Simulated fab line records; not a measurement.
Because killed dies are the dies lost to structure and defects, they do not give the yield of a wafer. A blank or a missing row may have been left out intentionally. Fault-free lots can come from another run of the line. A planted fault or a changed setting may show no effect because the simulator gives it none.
Which tool did it? || flow sky130 || Sampling: 14 lots, 41 wafers, 4 of 708 route steps

## WHAT EACH GAUGE READ, for each wafer
SKY_VIA1_CD_MEAS_12 targets a cd of 150 nm. Usual: cd-nm 150.6 nm, standard deviation 1.5.
{"lot": "L215", "measured": "day 34 03:07", "on": "cd-sem-02", "cd-nm (nm)": "152.0 152.5 152.2", "flag": ""}
{"lot": "L220", "measured": "day 35 23:12", "on": "cd-sem-01", "cd-nm (nm)": "152.5 151.2 150.3", "flag": ""}
{"lot": "L221", "measured": "day 36 09:43", "on": "cd-sem-01", "cd-nm (nm)": "151.5 150.7 149.5", "flag": ""}
{"lot": "L222", "measured": "day 36 17:29", "on": "cd-sem-01", "cd-nm (nm)": "148.3 147.4 150.0", "flag": ""}
{"lot": "L223", "measured": "day 37 02:50", "on": "cd-sem-02", "cd-nm (nm)": "150.3 151.4 150.7", "flag": ""}
{"lot": "L224", "measured": "day 37 16:35", "on": "cd-sem-02", "cd-nm (nm)": "149.1 150.5 149.4", "flag": ""}
{"lot": "L226", "measured": "day 37 22:37", "on": "cd-sem-01", "cd-nm (nm)": "150.9 150.0 151.0", "flag": ""}
{"lot": "L227", "measured": "day 38 01:43", "on": "cd-sem-01", "cd-nm (nm)": "152.5 153.0", "flag": ""}
{"lot": "L229", "measured": "day 38 08:13", "on": "cd-sem-02", "cd-nm (nm)": "149.0 149.2 149.5", "flag": ""}
{"lot": "L231", "measured": "day 39 04:53", "on": "cd-sem-01", "cd-nm (nm)": "149.3 150.9 150.1", "flag": ""}
{"lot": "L232", "measured": "day 39 09:40", "on": "cd-sem-01", "cd-nm (nm)": "149.9 151.2 151.9", "flag": ""}
{"lot": "L233", "measured": "day 39 15:10", "on": "cd-sem-01", "cd-nm (nm)": "151.8 152.1 151.3", "flag": ""}
{"lot": "L237", "measured": "day 40 14:39", "on": "cd-sem-01", "cd-nm (nm)": "150.2 150.6 151.5", "flag": ""}
{"lot": "L238", "measured": "day 40 23:01", "on": "cd-sem-01", "cd-nm (nm)": "150.5 149.9 151.3", "flag": ""}

SKY_VIA1_RS_MEAS_22: measurement is done with a four-point probe. Usual: VIA1_W_RS gives 0.424 ohm/sq (standard deviation 0.0066).
{"lot": "L215", "measured": "day 34 04:08", "on": "film-metro-03", "VIA1_W_RS (ohm/sq)": "0.436 0.433 0.435", "flag": ""}
{"lot": "L220", "measured": "day 36 00:11", "on": "film-metro-03", "VIA1_W_RS (ohm/sq)": "0.420 0.423 0.422", "flag": ""}
{"lot": "L221", "measured": "day 36 10:42", "on": "film-metro-03", "VIA1_W_RS (ohm/sq)": "0.425 0.425 0.423", "flag": ""}
{"lot": "L222", "measured": "day 36 18:29", "on": "film-metro-04", "VIA1_W_RS (ohm/sq)": "0.420 0.421 0.423", "flag": ""}
{"lot": "L223", "measured": "day 37 03:50", "on": "film-metro-03", "VIA1_W_RS (ohm/sq)": "0.422 0.425 0.423", "flag": ""}
{"lot": "L224", "measured": "day 37 17:34", "on": "film-metro-01", "VIA1_W_RS (ohm/sq)": "0.418 0.423 0.418", "flag": ""}
{"lot": "L226", "measured": "day 37 23:36", "on": "film-metro-03", "VIA1_W_RS (ohm/sq)": "0.415 0.418 0.420", "flag": ""}
{"lot": "L227", "measured": "day 38 02:43", "on": "film-metro-03", "VIA1_W_RS (ohm/sq)": "0.422 0.427", "flag": ""}
{"lot": "L229", "measured": "day 38 09:14", "on": "film-metro-03", "VIA1_W_RS (ohm/sq)": "0.412 0.411 0.418", "flag": ""}
{"lot": "L231", "measured": "day 39 06:00", "on": "film-metro-01", "VIA1_W_RS (ohm/sq)": "0.411 0.419 0.419", "flag": ""}
{"lot": "L232", "measured": "day 39 10:43", "on": "film-metro-03", "VIA1_W_RS (ohm/sq)": "0.432 0.429 0.432", "flag": ""}
{"lot": "L233", "measured": "day 39 16:10", "on": "film-metro-04", "VIA1_W_RS (ohm/sq)": "0.419 0.415 0.419", "flag": ""}
{"lot": "L237", "measured": "day 40 15:44", "on": "film-metro-01", "VIA1_W_RS (ohm/sq)": "0.428 0.426 0.430", "flag": ""}
{"lot": "L238", "measured": "day 41 00:00", "on": "film-metro-03", "VIA1_W_RS (ohm/sq)": "0.430 0.428 0.427", "flag": ""}

SKY_METAL2_OVL_MEAS_16. Usual: METAL2_OVL gives 3 nm (standard deviation 5.4).
{"lot": "L215", "measured": "day 35 07:17", "on": "overlay-02", "METAL2_OVL (nm)": "4 6 -2", "flag": ""}
{"lot": "L220", "measured": "day 37 03:26", "on": "overlay-01", "METAL2_OVL (nm)": "-4 -6 -6", "flag": ""}
{"lot": "L221", "measured": "day 37 13:46", "on": "overlay-02", "METAL2_OVL (nm)": "11 8 3", "flag": ""}
{"lot": "L222", "measured": "day 37 21:26", "on": "overlay-02", "METAL2_OVL (nm)": "6 2 0", "flag": ""}
{"lot": "L223", "measured": "day 38 06:08", "on": "overlay-01", "METAL2_OVL (nm)": "1 -2 -2", "flag": ""}
{"lot": "L224", "measured": "day 38 20:05", "on": "overlay-02", "METAL2_OVL (nm)": "12 10 6", "flag": ""}
{"lot": "L226", "measured": "day 39 01:51", "on": "overlay-01", "METAL2_OVL (nm)": "-2 -2 2", "flag": ""}
{"lot": "L227", "measured": "day 39 05:07", "on": "overlay-01", "METAL2_OVL (nm)": "-3 2", "flag": ""}
{"lot": "L229", "measured": "day 39 10:38", "on": "overlay-02", "METAL2_OVL (nm)": "6 6 1", "flag": ""}
{"lot": "L231", "measured": "day 40 09:17", "on": "overlay-01", "METAL2_OVL (nm)": "- - -", "flag": "OFF"}
{"lot": "L232", "measured": "day 40 12:35", "on": "overlay-01", "METAL2_OVL (nm)": "- - -", "flag": "OFF"}
{"lot": "L233", "measured": "day 40 18:06", "on": "overlay-02", "METAL2_OVL (nm)": "9 6 4", "flag": ""}
{"lot": "L237", "measured": "day 41 16:46", "on": "overlay-02", "METAL2_OVL (nm)": "0 1 6", "flag": ""}
{"lot": "L238", "measured": "day 41 23:59", "on": "overlay-01", "METAL2_OVL (nm)": "9 14 7", "flag": ""}

## EACH LOT AND THE TOOL THAT RAN IT (in order: tool; ch and the chambers of the sampled wafers; start)
{"lot": "L215", "SKY_METAL2_EXPOSE_12": "krf-scanner-01 ch 0, day 34 18:23"}
{"lot": "L220", "SKY_METAL2_EXPOSE_12": "krf-scanner-02 ch 0, day 36 14:14"}
{"lot": "L221", "SKY_METAL2_EXPOSE_12": "krf-scanner-01 ch 0, day 37 01:01"}
{"lot": "L222", "SKY_METAL2_EXPOSE_12": "krf-scanner-02 ch 0, day 37 08:02"}
{"lot": "L223", "SKY_METAL2_EXPOSE_12": "krf-scanner-02 ch 0, day 37 17:22"}
{"lot": "L224", "SKY_METAL2_EXPOSE_12": "krf-scanner-02 ch 0, day 38 07:20"}
{"lot": "L226", "SKY_METAL2_EXPOSE_12": "krf-scanner-01 ch 0, day 38 13:19"}
{"lot": "L227", "SKY_METAL2_EXPOSE_12": "krf-scanner-02 ch 0, day 38 16:31"}
{"lot": "L229", "SKY_METAL2_EXPOSE_12": "krf-scanner-01 ch 0, day 38 23:01"}
{"lot": "L231", "SKY_METAL2_EXPOSE_12": "krf-scanner-01, day 39 20:01"}
{"lot": "L232", "SKY_METAL2_EXPOSE_12": "krf-scanner-02, day 40 00:13"}
{"lot": "L233", "SKY_METAL2_EXPOSE_12": "krf-scanner-01 ch 0, day 40 06:41"}
{"lot": "L237", "SKY_METAL2_EXPOSE_12": "krf-scanner-01 ch 0, day 41 05:43"}
{"lot": "L238", "SKY_METAL2_EXPOSE_12": "krf-scanner-02 ch 0, day 41 13:05"}
- SKY_METAL2_EXPOSE_12: exposes mask MM2, target cd 140 nm.

## AS READ BY THE TOOLS THEMSELVES (means over the sampled wafers that have a number; for cases with no such wafer, the mark the record gives instead)
SKY_METAL2_EXPOSE_12. Usual: exposure-dose-mJ-cm2 27.996, standard deviation 0.027; focus-offset-nm 0.1 nm, standard deviation 0.5.
{"lot": "L215", "tool": "krf-scanner-01", "exposure-dose-mJ-cm2": 28.006, "focus-offset-nm (nm)": -0.7, "flag": ""}
{"lot": "L220", "tool": "krf-scanner-02", "exposure-dose-mJ-cm2": 28.007, "focus-offset-nm (nm)": -0.0, "flag": ""}
{"lot": "L221", "tool": "krf-scanner-01", "exposure-dose-mJ-cm2": 27.996, "focus-offset-nm (nm)": 0.2, "flag": ""}
{"lot": "L222", "tool": "krf-scanner-02", "exposure-dose-mJ-cm2": 28.024, "focus-offset-nm (nm)": 0.1, "flag": ""}
{"lot": "L223", "tool": "krf-scanner-02", "exposure-dose-mJ-cm2": 27.994, "focus-offset-nm (nm)": 0.1, "flag": ""}
{"lot": "L224", "tool": "krf-scanner-02", "exposure-dose-mJ-cm2": 27.988, "focus-offset-nm (nm)": -0.6, "flag": ""}
{"lot": "L226", "tool": "krf-scanner-01", "exposure-dose-mJ-cm2": 27.977, "focus-offset-nm (nm)": 0.7, "flag": ""}
{"lot": "L227", "tool": "krf-scanner-02", "exposure-dose-mJ-cm2": 27.997, "focus-offset-nm (nm)": 0.3, "flag": ""}
{"lot": "L229", "tool": "krf-scanner-01", "exposure-dose-mJ-cm2": 28.039, "focus-offset-nm (nm)": 0.0, "flag": ""}
{"lot": "L231", "tool": "krf-scanner-01", "exposure-dose-mJ-cm2": "-", "focus-offset-nm (nm)": "-", "flag": "OFF"}
{"lot": "L232", "tool": "krf-scanner-02", "exposure-dose-mJ-cm2": "-", "focus-offset-nm (nm)": "-", "flag": "OFF"}
{"lot": "L233", "tool": "krf-scanner-01", "exposure-dose-mJ-cm2": 27.991, "focus-offset-nm (nm)": 0.9, "flag": ""}
{"lot": "L237", "tool": "krf-scanner-01", "exposure-dose-mJ-cm2": 28.024, "focus-offset-nm (nm)": 0.2, "flag": ""}
{"lot": "L238", "tool": "krf-scanner-02", "exposure-dose-mJ-cm2": 28.003, "focus-offset-nm (nm)": -0.2, "flag": ""}

## THE ANSWER, worked out from the rows above alone
Rule: take the mean of a lot's wafers that have a number; if it is more than 3 standard deviations from the usual mean, the lot is off. A lot without any number at a reading at which 4 lots or more have one is off too. All remaining lots with rows at the step are treated as sound. Order of review: gauges by route order, followed by the tools' own readings, for which a lot's mean as printed above is used. At the first step where some lot is off, the reading lying furthest off is the one used; lots without a number count as furthest.
Off: L231, L232, seen at SKY_METAL2_OVL_MEAS_16 (METAL2_OVL). Without a number there: L231, L232.
A tool fits if, at a process step before that reading, it ran every lot that is off, and no sound lot after the first of them. Not tried: the gauges at SKY_METAL2_OVL_MEAS_16; whatever is off there is also off at SKY_METAL2_EXPOSE_12, on other tools, and gauge error can't account for it. None of those tried fits.

## WHAT WAS PUT IN BY THE SIMULATOR
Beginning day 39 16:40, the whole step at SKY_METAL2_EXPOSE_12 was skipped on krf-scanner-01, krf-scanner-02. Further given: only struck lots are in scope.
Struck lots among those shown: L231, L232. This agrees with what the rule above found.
